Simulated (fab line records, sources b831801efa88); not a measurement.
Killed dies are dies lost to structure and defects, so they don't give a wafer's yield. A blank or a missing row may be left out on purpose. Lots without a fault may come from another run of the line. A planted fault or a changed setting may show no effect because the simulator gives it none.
Which tool did it? | flow gf180mcu | 7 lots, 21 wafers sampled, at 1 step of a route of 602

WHAT THE GAUGES READ, wafer by wafer
GF_V4_BOW_MEAS_05.
lot  | measured     | on            | V4_BOW (um)
L174 | day 23 20:49 | film_metro-04 | 130 128 137
L176 | day 24 13:18 | film_metro-03 | 128 127 133
L182 | day 26 17:47 | film_metro-04 | 130 137 138
L186 | day 27 22:16 | film_metro-03 | 141 132 141
L192 | day 29 16:25 | film_metro-04 | 133 138 125
L194 | day 30 02:33 | film_metro-03 | 141 136 133
L196 | day 30 12:47 | film_metro-02 | 124 125 128

WHICH TOOL RAN EACH LOT (tool, then ch and the chambers of the sampled wafers, then the start)
The record holds no process step before these readings.

THE ANSWER, worked out from the rows above alone
Rule: what is usual is taken from the lots themselves. Put in order of their means at a reading, lots are off if they are a third of the lots or fewer, leave a main group of 4 or more, and stand apart from it by a gap of 3 or more times the standard deviation of the main group's means; of several such gaps the widest counts. A main group whose means are all the same, to the digits that the tables above print for the reading, isn't used. A lot without any number at a reading at which 4 lots or more have one is off too. The other lots that the step has rows for count as sound.
No lot is off at any reading shown: from this, nothing can be told.

WHAT THE SIMULATOR HAD PUT IN
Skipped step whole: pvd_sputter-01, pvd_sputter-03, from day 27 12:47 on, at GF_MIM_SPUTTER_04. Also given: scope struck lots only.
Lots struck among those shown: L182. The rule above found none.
